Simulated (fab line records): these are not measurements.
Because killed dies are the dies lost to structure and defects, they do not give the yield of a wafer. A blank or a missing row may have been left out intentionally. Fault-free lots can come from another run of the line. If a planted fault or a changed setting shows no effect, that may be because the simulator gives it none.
fab line records :: flow sky130
record
  lots=12
  wafers=36
  last_day=50
route steps=708 shown CAPM@550 METAL3@567
lots untouched by any fault: they come from a run of this same line in which no faults occurred
start_h: the number of hours between the record's first day and the start of the first shown wafer of the lot :: wait_h: hours from the lot's prior step to this one :: " repeats the value in the row above :: L1.1+2: a single row standing in for several wafers :: - no value, or no start given :: * or withheld: withheld :: < > ~ a bound
route shown NAME@n: names a module that has steps shown in the file, with the first one's number in the route :: usual: mean and standard deviation over wafers with no fault :: same: alike in all rows :: chamber/n: place in a boat :: sites: per-site readings :: _std_site: standard deviation across them :: _edge_site: inner sites' mean taken away from outer sites' mean :: radius_mm: for every site, how far away it sits from the centre of the wafer :: mask NAME#n: copy n :: behind: the last tool/chamber to shape the wafer :: hold: what put the lot on hold/how long, in hours/how the hold closed :: device: the n, p or np transistor that did not switch :: end of line: tests of these same wafers at the route's end :: a step without rows: its recipe alone :: killed: the dies lost at the first sort to structure and to defects; this is not the yield of the wafer :: map: per-die view of a wafer (x killed, . not killed, _ where there is no die)
set.NAME: the run value of the setting; set.NAME@STEP: its run value at that earlier step :: model.NAME: the simulator's own value behind a step, which no gauge read
the route's steps for a sample of lots (tables are steps, rows are wafers)
services: the hour from which a tool's chamber was out of use, counted from the record's first day as start_h (under 0 if before that day), plus the number of hours and why
## steps
# step SKY_CAPM_METAL_ETCH_13
# recipe
  target_depth_nm=220
  stop_on=SiO2
  chemistry=Cl2/BCl3
  target=TiN
  pressure_mtorr=10
  icp_w=900
  bias_w=48.5
  Cl2_flow_sccm=60
  bcl3_flow_sccm=30
  time_s=62.9
# usual
  drypump_motor_current_A=5.4/0.33
  mfc_cl2_sccm=60.03/0.15
  oes_product_au=0.944/0.0074
  rf_fwd_power_W=893.6/2.9
  run_length_s=91.2/0.39
  throttle_valve_pct=21.899/0.01
lot.wafer: L807.2
tool: rie_metal-01
chamber: 0
start_h: 885.08
wait_h: 0.0
drypump_motor_current_A: 5.1
mfc_cl2_sccm: 60.18
oes_product_au: 0.956
rf_fwd_power_W: 894.9
rf_hours_counter_h: 11
run_length_s: 91.2
throttle_valve_pct: 21.893

lot.wafer: L807.4
tool: rie_metal-01
chamber: 0
start_h: 885.08
wait_h: 0.0
drypump_motor_current_A: 5.1
mfc_cl2_sccm: 60.04
oes_product_au: 0.945
rf_fwd_power_W: 893.4
rf_hours_counter_h: -
run_length_s: 92.0
throttle_valve_pct: 21.906

lot.wafer: L807.5
tool: rie_metal-01
chamber: 1
start_h: 885.08
wait_h: 0.0
drypump_motor_current_A: 5.7
mfc_cl2_sccm: 59.97
oes_product_au: 0.938
rf_fwd_power_W: 890.6
rf_hours_counter_h: -
run_length_s: 91.0
throttle_valve_pct: 21.896

lot.wafer: L809.2
tool: rie_metal-01
chamber: 0
start_h: 907.42
wait_h: 0.0
drypump_motor_current_A: 5.1
mfc_cl2_sccm: 59.92
oes_product_au: 0.949
rf_fwd_power_W: 895.8
rf_hours_counter_h: 12
run_length_s: 91.1
throttle_valve_pct: 21.918

lot.wafer: L809.5
tool: rie_metal-01
chamber: 0
start_h: 907.42
wait_h: 0.0
drypump_motor_current_A: 5.1
mfc_cl2_sccm: 60.05
oes_product_au: 0.948
rf_fwd_power_W: 896.7
rf_hours_counter_h: -
run_length_s: 91.4
throttle_valve_pct: 21.899

lot.wafer: L809.6
tool: rie_metal-01
chamber: 1
start_h: 907.42
wait_h: 0.0
drypump_motor_current_A: 5.6
mfc_cl2_sccm: 59.81
oes_product_au: 0.942
rf_fwd_power_W: 896.0
rf_hours_counter_h: -
run_length_s: 90.7
throttle_valve_pct: 21.900

lot.wafer: L810.1
tool: rie_metal-01
chamber: 0
start_h: 915.59
wait_h: 0.0
drypump_motor_current_A: 5.1
mfc_cl2_sccm: 60.05
oes_product_au: 0.952
rf_fwd_power_W: 896.3
rf_hours_counter_h: 13
run_length_s: 91.4
throttle_valve_pct: 21.903

lot.wafer: L810.2
tool: rie_metal-01
chamber: 1
start_h: 915.59
wait_h: 0.0
drypump_motor_current_A: 5.6
mfc_cl2_sccm: 60.12
oes_product_au: 0.941
rf_fwd_power_W: 891.6
rf_hours_counter_h: 9
run_length_s: 91.1
throttle_valve_pct: 21.900

lot.wafer: L810.3
tool: rie_metal-01
chamber: 1
start_h: 915.59
wait_h: 0.0
drypump_motor_current_A: 5.6
mfc_cl2_sccm: 60.14
oes_product_au: 0.940
rf_fwd_power_W: 893.5
rf_hours_counter_h: -
run_length_s: 91.5
throttle_valve_pct: 21.900

lot.wafer: L812.4
tool: rie_metal-04
chamber: 0
start_h: 924.00
wait_h: 0.0
drypump_motor_current_A: 5.6
mfc_cl2_sccm: 60.18
oes_product_au: 0.936
rf_fwd_power_W: 892.4
rf_hours_counter_h: -
run_length_s: 91.7
throttle_valve_pct: 21.903

lot.wafer: L812.5
tool: rie_metal-04
chamber: 0
start_h: 924.00
wait_h: 0.0
drypump_motor_current_A: 5.6
mfc_cl2_sccm: 59.93
oes_product_au: 0.949
rf_fwd_power_W: 892.9
rf_hours_counter_h: -
run_length_s: 91.6
throttle_valve_pct: 21.884

lot.wafer: L812.6
tool: rie_metal-04
chamber: 1
start_h: 924.00
wait_h: 0.0
drypump_motor_current_A: 5.5
mfc_cl2_sccm: 59.93
oes_product_au: 0.940
rf_fwd_power_W: 891.6
rf_hours_counter_h: -
run_length_s: 90.9
throttle_valve_pct: 21.896

lot.wafer: L816.1
tool: rie_metal-01
chamber: 1
start_h: 953.93
wait_h: 0.0
drypump_motor_current_A: 5.7
mfc_cl2_sccm: 59.85
oes_product_au: 0.942
rf_fwd_power_W: 892.7
rf_hours_counter_h: 12
run_length_s: 90.8
throttle_valve_pct: 21.901

lot.wafer: L816.5
tool: rie_metal-01
chamber: 0
start_h: 953.93
wait_h: 0.0
drypump_motor_current_A: 5.1
mfc_cl2_sccm: 60.15
oes_product_au: 0.887
rf_fwd_power_W: 896.1
rf_hours_counter_h: -
run_length_s: 99.8
throttle_valve_pct: 21.937

lot.wafer: L816.6
tool: rie_metal-01
chamber: 1
start_h: 953.93
wait_h: 0.0
drypump_motor_current_A: 5.7
mfc_cl2_sccm: 59.98
oes_product_au: 0.944
rf_fwd_power_W: 894.1
rf_hours_counter_h: -
run_length_s: 90.9
throttle_valve_pct: 21.884

lot.wafer: L817.1
tool: rie_metal-03
chamber: 0
start_h: 962.53
wait_h: 0.0
drypump_motor_current_A: 5.7
mfc_cl2_sccm: 59.78
oes_product_au: 0.959
rf_fwd_power_W: 888.9
rf_hours_counter_h: 11
run_length_s: 90.5
throttle_valve_pct: 21.882

lot.wafer: L817.4
tool: rie_metal-03
chamber: 0
start_h: 962.53
wait_h: 0.0
drypump_motor_current_A: 5.7
mfc_cl2_sccm: 59.98
oes_product_au: 0.945
rf_fwd_power_W: 893.7
rf_hours_counter_h: -
run_length_s: 90.3
throttle_valve_pct: 21.896

lot.wafer: L817.6
tool: rie_metal-03
chamber: 1
start_h: 962.53
wait_h: 0.0
drypump_motor_current_A: 4.8
mfc_cl2_sccm: 59.87
oes_product_au: 0.949
rf_fwd_power_W: 888.9
rf_hours_counter_h: -
run_length_s: 92.0
throttle_valve_pct: 21.887

lot.wafer: L819.1
tool: rie_metal-01
chamber: 1
start_h: 969.44
wait_h: 0.0
drypump_motor_current_A: 5.6
mfc_cl2_sccm: 59.85
oes_product_au: 0.923
rf_fwd_power_W: 894.0
rf_hours_counter_h: 12
run_length_s: 90.7
throttle_valve_pct: 21.907

lot.wafer: L819.2
tool: rie_metal-01
chamber: 0
start_h: 969.44
wait_h: 0.0
drypump_motor_current_A: 5.1
mfc_cl2_sccm: 60.09
oes_product_au: 0.880
rf_fwd_power_W: 892.4
rf_hours_counter_h: 16
run_length_s: 99.7
throttle_valve_pct: 21.950

lot.wafer: L819.5
tool: rie_metal-01
chamber: 1
start_h: 969.44
wait_h: 0.0
drypump_motor_current_A: 5.6
mfc_cl2_sccm: 60.47
oes_product_au: 0.931
rf_fwd_power_W: 893.9
rf_hours_counter_h: -
run_length_s: 91.1
throttle_valve_pct: 21.914

lot.wafer: L824.1
tool: rie_metal-03
chamber: 0
start_h: 1011.63
wait_h: 0.0
drypump_motor_current_A: 5.7
mfc_cl2_sccm: 60.03
oes_product_au: 0.940
rf_fwd_power_W: 893.0
rf_hours_counter_h: 14
run_length_s: 91.2
throttle_valve_pct: 21.895

lot.wafer: L824.2
tool: rie_metal-03
chamber: 1
start_h: 1011.63
wait_h: 0.0
drypump_motor_current_A: 4.8
mfc_cl2_sccm: 60.17
oes_product_au: 0.943
rf_fwd_power_W: 890.0
rf_hours_counter_h: 16
run_length_s: 91.4
throttle_valve_pct: 21.916

lot.wafer: L824.4
tool: rie_metal-03
chamber: 1
start_h: 1011.63
wait_h: 0.0
drypump_motor_current_A: 4.8
mfc_cl2_sccm: 59.86
oes_product_au: 0.948
rf_fwd_power_W: 892.7
rf_hours_counter_h: -
run_length_s: 91.3
throttle_valve_pct: 21.883

lot.wafer: L826.1
tool: rie_metal-03
chamber: 1
start_h: 1022.72
wait_h: 0.0
drypump_motor_current_A: 4.7
mfc_cl2_sccm: 59.84
oes_product_au: 0.936
rf_fwd_power_W: 894.4
rf_hours_counter_h: 16
run_length_s: 91.4
throttle_valve_pct: 21.902

lot.wafer: L826.2
tool: rie_metal-03
chamber: 0
start_h: 1022.72
wait_h: 0.0
drypump_motor_current_A: 5.7
mfc_cl2_sccm: 59.96
oes_product_au: 0.950
rf_fwd_power_W: 898.2
rf_hours_counter_h: 15
run_length_s: 91.0
throttle_valve_pct: 21.893

lot.wafer: L826.4
tool: rie_metal-03
chamber: 1
start_h: 1022.72
wait_h: 0.0
drypump_motor_current_A: 4.8
mfc_cl2_sccm: 60.03
oes_product_au: 0.950
rf_fwd_power_W: 896.7
rf_hours_counter_h: -
run_length_s: 91.8
throttle_valve_pct: 21.896

lot.wafer: L827.1
tool: rie_metal-01
chamber: 1
start_h: 1029.67
wait_h: 0.0
drypump_motor_current_A: 5.7
mfc_cl2_sccm: 60.10
oes_product_au: 0.942
rf_fwd_power_W: 892.3
rf_hours_counter_h: 16
run_length_s: 91.3
throttle_valve_pct: 21.906

lot.wafer: L827.4
tool: rie_metal-01
chamber: 1
start_h: 1029.67
wait_h: 0.0
drypump_motor_current_A: 5.6
mfc_cl2_sccm: 60.09
oes_product_au: 0.942
rf_fwd_power_W: 890.5
rf_hours_counter_h: -
run_length_s: 91.0
throttle_valve_pct: 21.902

lot.wafer: L827.6
tool: rie_metal-01
chamber: 1
start_h: 1029.67
wait_h: 0.0
drypump_motor_current_A: 5.7
mfc_cl2_sccm: 59.98
oes_product_au: 0.942
rf_fwd_power_W: 889.2
rf_hours_counter_h: -
run_length_s: 90.9
throttle_valve_pct: 21.920

lot.wafer: L828.4
tool: rie_metal-01
chamber: 0
start_h: 1032.40
wait_h: 0.0
drypump_motor_current_A: 5.1
mfc_cl2_sccm: 59.82
oes_product_au: 0.940
rf_fwd_power_W: 894.0
rf_hours_counter_h: -
run_length_s: 91.4
throttle_valve_pct: 21.905

lot.wafer: L828.5
tool: rie_metal-01
chamber: 1
start_h: 1032.40
wait_h: 0.0
drypump_motor_current_A: 5.7
mfc_cl2_sccm: 60.07
oes_product_au: 0.940
rf_fwd_power_W: 895.3
rf_hours_counter_h: -
run_length_s: 91.1
throttle_valve_pct: 21.889

lot.wafer: L828.6
tool: rie_metal-01
chamber: 0
start_h: 1032.40
wait_h: 0.0
drypump_motor_current_A: 5.1
mfc_cl2_sccm: 59.86
oes_product_au: 0.945
rf_fwd_power_W: 898.6
rf_hours_counter_h: -
run_length_s: 91.1
throttle_valve_pct: 21.912

lot.wafer: L829.4
tool: rie_metal-04
chamber: 1
start_h: 1037.55
wait_h: 0.0
drypump_motor_current_A: 5.6
mfc_cl2_sccm: 60.19
oes_product_au: 0.954
rf_fwd_power_W: 889.5
rf_hours_counter_h: -
run_length_s: 90.9
throttle_valve_pct: 21.898

lot.wafer: L829.5
tool: rie_metal-04
chamber: 1
start_h: 1037.55
wait_h: 0.0
drypump_motor_current_A: 5.6
mfc_cl2_sccm: 60.36
oes_product_au: 0.939
rf_fwd_power_W: 890.7
rf_hours_counter_h: -
run_length_s: 91.0
throttle_valve_pct: 21.908

lot.wafer: L829.6
tool: rie_metal-04
chamber: 0
start_h: 1037.55
wait_h: 0.0
drypump_motor_current_A: 5.6
mfc_cl2_sccm: 60.01
oes_product_au: 0.950
rf_fwd_power_W: 892.6
rf_hours_counter_h: -
run_length_s: 91.5
throttle_valve_pct: 21.886
# step SKY_CAPM_STRIP_14
# recipe
  chemistry=O2/N2
  power_w=1400
  pressure_mtorr=1500
  platen_temp_c=withheld
  o2_flow_sccm=3000
  n2_flow_sccm=300
  overash_fraction=0.5
# usual
  drypump_motor_current_A=5.7/0.43
  oes_product_au=0.710/0.0046
  strip_time_to_endpoint_s=12.63/0.05
lot.wafer: L807.2
tool: plasma_asher-01
chamber: 0
start_h: 885.15
wait_h: 0.1
drypump_motor_current_A: 5.2
oes_product_au: 0.709
rf_hours_counter_h: 112
strip_time_to_endpoint_s: 12.61

lot.wafer: L807.4
tool: plasma_asher-01
chamber: 1
start_h: 885.15
wait_h: 0.1
drypump_motor_current_A: 5.4
oes_product_au: 0.704
rf_hours_counter_h: -
strip_time_to_endpoint_s: 12.58

lot.wafer: L807.5
tool: plasma_asher-01
chamber: 1
start_h: 885.15
wait_h: 0.1
drypump_motor_current_A: 5.4
oes_product_au: 0.718
rf_hours_counter_h: -
strip_time_to_endpoint_s: 12.62

lot.wafer: L809.2
tool: plasma_asher-02
chamber: 0
start_h: 907.50
wait_h: 0.1
drypump_motor_current_A: 5.6
oes_product_au: 0.704
rf_hours_counter_h: 66
strip_time_to_endpoint_s: 12.66

lot.wafer: L809.5
tool: plasma_asher-02
chamber: 0
start_h: 907.50
wait_h: 0.1
drypump_motor_current_A: 5.6
oes_product_au: 0.715
rf_hours_counter_h: -
strip_time_to_endpoint_s: 12.64

lot.wafer: L809.6
tool: plasma_asher-02
chamber: 1
start_h: 907.50
wait_h: 0.1
drypump_motor_current_A: 5.6
oes_product_au: 0.708
rf_hours_counter_h: -
strip_time_to_endpoint_s: 12.68

lot.wafer: L810.1
tool: plasma_asher-03
chamber: 0
start_h: 915.67
wait_h: 0.1
drypump_motor_current_A: 5.7
oes_product_au: 0.714
rf_hours_counter_h: 49
strip_time_to_endpoint_s: 12.68

lot.wafer: L810.2
tool: plasma_asher-03
chamber: 1
start_h: 915.67
wait_h: 0.1
drypump_motor_current_A: 6.7
oes_product_au: 0.708
rf_hours_counter_h: 49
strip_time_to_endpoint_s: 12.68

lot.wafer: L810.3
tool: plasma_asher-03
chamber: 1
start_h: 915.67
wait_h: 0.1
drypump_motor_current_A: 6.7
oes_product_au: 0.715
rf_hours_counter_h: -
strip_time_to_endpoint_s: 12.66

lot.wafer: L812.4
tool: plasma_asher-03
chamber: 0
start_h: 924.09
wait_h: 0.1
drypump_motor_current_A: 5.7
oes_product_au: 0.706
rf_hours_counter_h: -
strip_time_to_endpoint_s: 12.60

lot.wafer: L812.5
tool: plasma_asher-03
chamber: 0
start_h: 924.09
wait_h: 0.1
drypump_motor_current_A: 5.7
oes_product_au: 0.717
rf_hours_counter_h: -
strip_time_to_endpoint_s: 12.57

lot.wafer: L812.6
tool: plasma_asher-03
chamber: 1
start_h: 924.09
wait_h: 0.1
drypump_motor_current_A: 6.7
oes_product_au: 0.714
rf_hours_counter_h: -
strip_time_to_endpoint_s: 12.63

lot.wafer: L816.1
tool: plasma_asher-02
chamber: 0
start_h: 954.00
wait_h: 0.1
drypump_motor_current_A: 5.6
oes_product_au: 0.705
rf_hours_counter_h: 71
strip_time_to_endpoint_s: 12.56

lot.wafer: L816.5
tool: plasma_asher-02
chamber: 0
start_h: 954.00
wait_h: 0.1
drypump_motor_current_A: 5.6
oes_product_au: 0.708
rf_hours_counter_h: -
strip_time_to_endpoint_s: 12.40

lot.wafer: L816.6
tool: plasma_asher-02
chamber: 1
start_h: 954.00
wait_h: 0.1
drypump_motor_current_A: 5.6
oes_product_au: 0.711
rf_hours_counter_h: -
strip_time_to_endpoint_s: 12.59

lot.wafer: L817.1
tool: plasma_asher-01
chamber: 1
start_h: 962.60
wait_h: 0.1
drypump_motor_current_A: 5.5
oes_product_au: 0.716
rf_hours_counter_h: 121
strip_time_to_endpoint_s: 12.57

lot.wafer: L817.4
tool: plasma_asher-01
chamber: 0
start_h: 962.60
wait_h: 0.1
drypump_motor_current_A: 5.3
oes_product_au: 0.717
rf_hours_counter_h: -
strip_time_to_endpoint_s: 12.54

lot.wafer: L817.6
tool: plasma_asher-01
chamber: 0
start_h: 962.60
wait_h: 0.1
drypump_motor_current_A: 5.3
oes_product_au: 0.718
rf_hours_counter_h: -
strip_time_to_endpoint_s: 12.63

lot.wafer: L819.1
tool: plasma_asher-01
chamber: 0
start_h: 969.52
wait_h: 0.1
drypump_motor_current_A: 5.3
oes_product_au: 0.720
rf_hours_counter_h: 122
strip_time_to_endpoint_s: 12.57

lot.wafer: L819.2
tool: plasma_asher-01
chamber: 1
start_h: 969.52
wait_h: 0.1
drypump_motor_current_A: 5.4
oes_product_au: 0.702
rf_hours_counter_h: 122
strip_time_to_endpoint_s: 12.32

lot.wafer: L819.5
tool: plasma_asher-01
chamber: 0
start_h: 969.52
wait_h: 0.1
drypump_motor_current_A: 5.3
oes_product_au: 0.711
rf_hours_counter_h: -
strip_time_to_endpoint_s: 12.55

lot.wafer: L824.1
tool: plasma_asher-01
chamber: 0
start_h: 1011.70
wait_h: 0.1
drypump_motor_current_A: 5.3
oes_product_au: 0.709
rf_hours_counter_h: 127
strip_time_to_endpoint_s: 12.64

lot.wafer: L824.2
tool: plasma_asher-01
chamber: 1
start_h: 1011.70
wait_h: 0.1
drypump_motor_current_A: 5.5
oes_product_au: 0.703
rf_hours_counter_h: 127
strip_time_to_endpoint_s: 12.75

lot.wafer: L824.4
tool: plasma_asher-01
chamber: 1
start_h: 1011.70
wait_h: 0.1
drypump_motor_current_A: 5.5
oes_product_au: 0.710
rf_hours_counter_h: -
strip_time_to_endpoint_s: 12.70

lot.wafer: L826.1
tool: plasma_asher-02
chamber: 0
start_h: 1022.80
wait_h: 0.1
drypump_motor_current_A: 5.6
oes_product_au: 0.709
rf_hours_counter_h: 78
strip_time_to_endpoint_s: 12.80

lot.wafer: L826.2
tool: plasma_asher-02
chamber: 1
start_h: 1022.80
wait_h: 0.1
drypump_motor_current_A: 5.6
oes_product_au: 0.704
rf_hours_counter_h: 78
strip_time_to_endpoint_s: 12.67

lot.wafer: L826.4
tool: plasma_asher-02
chamber: 0
start_h: 1022.80
wait_h: 0.1
drypump_motor_current_A: 5.6
oes_product_au: 0.712
rf_hours_counter_h: -
strip_time_to_endpoint_s: 12.83

lot.wafer: L827.1
tool: plasma_asher-01
chamber: 0
start_h: 1029.75
wait_h: 0.1
drypump_motor_current_A: 5.3
oes_product_au: 0.711
rf_hours_counter_h: 128
strip_time_to_endpoint_s: 12.62

lot.wafer: L827.4
tool: plasma_asher-01
chamber: 0
start_h: 1029.75
wait_h: 0.1
drypump_motor_current_A: 5.3
oes_product_au: 0.714
rf_hours_counter_h: -
strip_time_to_endpoint_s: 12.62

lot.wafer: L827.6
tool: plasma_asher-01
chamber: 0
start_h: 1029.75
wait_h: 0.1
drypump_motor_current_A: 5.3
oes_product_au: 0.711
rf_hours_counter_h: -
strip_time_to_endpoint_s: 12.65

lot.wafer: L828.4
tool: plasma_asher-01
chamber: 0
start_h: 1032.49
wait_h: 0.1
drypump_motor_current_A: 5.3
oes_product_au: 0.706
rf_hours_counter_h: -
strip_time_to_endpoint_s: 12.69

lot.wafer: L828.5
tool: plasma_asher-01
chamber: 0
start_h: 1032.49
wait_h: 0.1
drypump_motor_current_A: 5.3
oes_product_au: 0.714
rf_hours_counter_h: -
strip_time_to_endpoint_s: 12.67

lot.wafer: L828.6
tool: plasma_asher-01
chamber: 1
start_h: 1032.49
wait_h: 0.1
drypump_motor_current_A: 5.4
oes_product_au: 0.715
rf_hours_counter_h: -
strip_time_to_endpoint_s: 12.67

lot.wafer: L829.4
tool: plasma_asher-02
chamber: 0
start_h: 1037.64
wait_h: 0.1
drypump_motor_current_A: 5.6
oes_product_au: 0.719
rf_hours_counter_h: -
strip_time_to_endpoint_s: 12.62

lot.wafer: L829.5
tool: plasma_asher-02
chamber: 1
start_h: 1037.64
wait_h: 0.1
drypump_motor_current_A: 5.6
oes_product_au: 0.708
rf_hours_counter_h: -
strip_time_to_endpoint_s: 12.64

lot.wafer: L829.6
tool: plasma_asher-02
chamber: 0
start_h: 1037.64
wait_h: 0.1
drypump_motor_current_A: 5.6
oes_product_au: 0.704
rf_hours_counter_h: -
strip_time_to_endpoint_s: 12.59
# step SKY_METAL3_ETCH_17
# recipe
  target=SiO2
  stop_on=TiN
  chemistry=C4F8/O2/Ar
  source_w=1500
  bias_w=1200
  pressure_mtorr=40
  c4f8_flow_sccm=withheld
  O2_flow_sccm=6
  Ar_flow_sccm=300
  time_s=3.9
  target_depth_a=150
# usual
  oes_product_au=0.753/0.0078
  rf_fwd_power_W=1467/7.5
lot.wafer: L807.2
tool: rie_diel-02
chamber: 0
start_h: 911.22
wait_h: 0.1
oes_product_au: 0.754
rf_fwd_power_W: 1456
rf_hours_counter_h: 10

lot.wafer: L807.4
tool: rie_diel-02
chamber: 2
start_h: 911.22
wait_h: 0.1
oes_product_au: 0.750
rf_fwd_power_W: 1479
rf_hours_counter_h: 17

lot.wafer: L807.5
tool: rie_diel-02
chamber: 3
start_h: 911.22
wait_h: 0.1
oes_product_au: 0.752
rf_fwd_power_W: 1463
rf_hours_counter_h: -

lot.wafer: L809.2
tool: rie_diel-04
chamber: 0
start_h: 933.49
wait_h: 0.1
oes_product_au: 0.745
rf_fwd_power_W: 1466
rf_hours_counter_h: 15

lot.wafer: L809.5
tool: rie_diel-04
chamber: 0
start_h: 933.49
wait_h: 0.1
oes_product_au: 0.761
rf_fwd_power_W: 1468
rf_hours_counter_h: -

lot.wafer: L809.6
tool: rie_diel-04
chamber: 1
start_h: 933.49
wait_h: 0.1
oes_product_au: 0.758
rf_fwd_power_W: 1461
rf_hours_counter_h: -

lot.wafer: L810.1
tool: rie_diel-04
chamber: 3
start_h: 940.77
wait_h: 0.1
oes_product_au: 0.752
rf_fwd_power_W: 1462
rf_hours_counter_h: 6

lot.wafer: L810.2
tool: rie_diel-04
chamber: 0
start_h: 940.77
wait_h: 0.1
oes_product_au: 0.751
rf_fwd_power_W: 1461
rf_hours_counter_h: 15

lot.wafer: L810.3
tool: rie_diel-04
chamber: 2
start_h: 940.77
wait_h: 0.1
oes_product_au: 0.758
rf_fwd_power_W: 1482
rf_hours_counter_h: 5

lot.wafer: L812.4
tool: rie_diel-04
chamber: 1
start_h: 949.42
wait_h: 0.0
oes_product_au: 0.750
rf_fwd_power_W: 1466
rf_hours_counter_h: 12

lot.wafer: L812.5
tool: rie_diel-04
chamber: 2
start_h: 949.42
wait_h: 0.0
oes_product_au: 0.753
rf_fwd_power_W: 1480
rf_hours_counter_h: -

lot.wafer: L812.6
tool: rie_diel-04
chamber: 3
start_h: 949.42
wait_h: 0.0
oes_product_au: 0.748
rf_fwd_power_W: 1481
rf_hours_counter_h: -

lot.wafer: L816.1
tool: rie_diel-02
chamber: 0
start_h: 979.27
wait_h: 0.1
oes_product_au: 0.756
rf_fwd_power_W: 1464
rf_hours_counter_h: 12

lot.wafer: L816.5
tool: rie_diel-02
chamber: 2
start_h: 979.27
wait_h: 0.1
oes_product_au: 0.680
rf_fwd_power_W: 1480
rf_hours_counter_h: -

lot.wafer: L816.6
tool: rie_diel-02
chamber: 1
start_h: 979.27
wait_h: 0.1
oes_product_au: 0.764
rf_fwd_power_W: 1466
rf_hours_counter_h: -

lot.wafer: L817.1
tool: rie_diel-04
chamber: 1
start_h: 987.59
wait_h: 0.1
oes_product_au: 0.750
rf_fwd_power_W: 1470
rf_hours_counter_h: 13

lot.wafer: L817.4
tool: rie_diel-04
chamber: 0
start_h: 987.59
wait_h: 0.1
oes_product_au: 0.763
rf_fwd_power_W: 1464
rf_hours_counter_h: 17

lot.wafer: L817.6
tool: rie_diel-04
chamber: 3
start_h: 987.59
wait_h: 0.1
oes_product_au: 0.773
rf_fwd_power_W: 1458
rf_hours_counter_h: -

lot.wafer: L819.1
tool: rie_diel-03
chamber: 2
start_h: 993.84
wait_h: 0.1
oes_product_au: 0.756
rf_fwd_power_W: 1463
rf_hours_counter_h: 12

lot.wafer: L819.2
tool: rie_diel-03
chamber: 3
start_h: 993.84
wait_h: 0.1
oes_product_au: 0.675
rf_fwd_power_W: 1462
rf_hours_counter_h: 5

lot.wafer: L819.5
tool: rie_diel-03
chamber: 0
start_h: 993.84
wait_h: 0.1
oes_product_au: 0.759
rf_fwd_power_W: 1465
rf_hours_counter_h: -

lot.wafer: L824.1
tool: rie_diel-03
chamber: 2
start_h: 1035.70
wait_h: 0.2
oes_product_au: 0.740
rf_fwd_power_W: 1464
rf_hours_counter_h: 13

lot.wafer: L824.2
tool: rie_diel-03
chamber: 1
start_h: 1035.70
wait_h: 0.2
oes_product_au: 0.765
rf_fwd_power_W: 1463
rf_hours_counter_h: 15

lot.wafer: L824.4
tool: rie_diel-03
chamber: 0
start_h: 1035.70
wait_h: 0.2
oes_product_au: 0.749
rf_fwd_power_W: 1470
rf_hours_counter_h: 14

lot.wafer: L826.1
tool: rie_diel-04
chamber: 2
start_h: 1046.25
wait_h: 0.1
oes_product_au: 0.756
rf_fwd_power_W: 1480
rf_hours_counter_h: 9

lot.wafer: L826.2
tool: rie_diel-04
chamber: 0
start_h: 1046.25
wait_h: 0.1
oes_product_au: 0.734
rf_fwd_power_W: 1464
rf_hours_counter_h: 19

lot.wafer: L826.4
tool: rie_diel-04
chamber: 1
start_h: 1046.25
wait_h: 0.1
oes_product_au: 0.737
rf_fwd_power_W: 1469
rf_hours_counter_h: 15

lot.wafer: L827.1
tool: rie_diel-04
chamber: 3
start_h: 1053.30
wait_h: 0.1
oes_product_au: 0.749
rf_fwd_power_W: 1464
rf_hours_counter_h: 10

lot.wafer: L827.4
tool: rie_diel-04
chamber: 1
start_h: 1053.30
wait_h: 0.1
oes_product_au: 0.759
rf_fwd_power_W: 1466
rf_hours_counter_h: 16

lot.wafer: L827.6
tool: rie_diel-04
chamber: 0
start_h: 1053.30
wait_h: 0.1
oes_product_au: 0.754
rf_fwd_power_W: 1455
rf_hours_counter_h: -

lot.wafer: L828.4
tool: rie_diel-02
chamber: 3
start_h: 1056.03
wait_h: 0.0
oes_product_au: 0.772
rf_fwd_power_W: 1458
rf_hours_counter_h: 19

lot.wafer: L828.5
tool: rie_diel-02
chamber: 1
start_h: 1056.03
wait_h: 0.0
oes_product_au: 0.764
rf_fwd_power_W: 1457
rf_hours_counter_h: -

lot.wafer: L828.6
tool: rie_diel-02
chamber: 2
start_h: 1056.03
wait_h: 0.0
oes_product_au: 0.762
rf_fwd_power_W: 1478
rf_hours_counter_h: -

lot.wafer: L829.4
tool: rie_diel-03
chamber: 1
start_h: 1060.88
wait_h: 0.0
oes_product_au: 0.753
rf_fwd_power_W: 1459
rf_hours_counter_h: 16

lot.wafer: L829.5
tool: rie_diel-03
chamber: 3
start_h: 1060.88
wait_h: 0.0
oes_product_au: 0.747
rf_fwd_power_W: 1457
rf_hours_counter_h: -

lot.wafer: L829.6
tool: rie_diel-03
chamber: 2
start_h: 1060.88
wait_h: 0.0
oes_product_au: 0.744
rf_fwd_power_W: 1460
rf_hours_counter_h: -
## services
tool: rie_diel-04
chamber: 3
start_h: 868.28
hours: 8.9
kind: repair

tool: rie_metal-04
chamber: -
start_h: 877.92
hours: 2.8
kind: pm

tool: rie_diel-03
chamber: 2
start_h: 905.86
hours: 3.7
kind: repair

tool: rie_metal-03
chamber: -
start_h: 906.17
hours: 36.4
kind: repair

tool: rie_diel-02
chamber: -
start_h: 928.71
hours: 2.8
kind: pm

tool: rie_diel-02
chamber: 0
start_h: 947.24
hours: 4.7
kind: repair

tool: rie_diel-03
chamber: 1
start_h: 964.69
hours: 8.6
kind: repair

tool: plasma_asher-02
chamber: -
start_h: 979.35
hours: 2.6
kind: repair

tool: plasma_asher-03
chamber: -
start_h: 997.20
hours: 2.8
kind: pm

tool: rie_diel-03
chamber: -
start_h: 999.73
hours: 8.8
kind: repair

tool: rie_diel-02
chamber: 0
start_h: 1008.15
hours: 14.0
kind: repair

tool: rie_metal-04
chamber: -
start_h: 1012.60
hours: 15.6
kind: pm

tool: rie_metal-04
chamber: -
start_h: 1041.82
hours: 0.6
kind: repair

tool: rie_metal-01
chamber: -
start_h: 1053.14
hours: 28.1
kind: pm

tool: plasma_asher-01
chamber: -
start_h: 1055.25
hours: 9.0
kind: pm

tool: plasma_asher-01
chamber: 0
start_h: 1055.25
hours: 9.0
kind: vent_cycle

tool: plasma_asher-01
chamber: 1
start_h: 1055.25
hours: 9.0
kind: vent_cycle
## key
first_sign
  step=SKY_CAPM_METAL_ETCH_13
  reading=run_length_s
  direction=up
  sigmas=22
  usual=*
  struck=*
effect
  step=SKY_CAPM_METAL_ETCH_13
  reading=oes_product_au
  direction=down
  sigmas=8.1
  usual=0.944
  struck=0.884
effect
  step=SKY_CAPM_STRIP_14
  reading=strip_time_to_endpoint_s
  direction=down
  sigmas=5.4
  usual=*
  struck=*
effect
  step=SKY_METAL3_ETCH_17
  reading=oes_product_au
  direction=down
  sigmas=9.8
  usual=0.753
  struck=0.677
met_at SKY_CAPM_METAL_ETCH_13
struck_lots L816,L819
struck_wafers L816.5,L819.2
onset_between 915.59 953.93
fault
  kind=process_parameter_drift
  tool=rie_metal-01
  chamber=0
  onset_h=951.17
  steps=SKY_CAPM_METAL_ETCH_13
  channel=time_s
  offset=*
  shape=step
  end_h=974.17
  acts_in=*
  stated=*
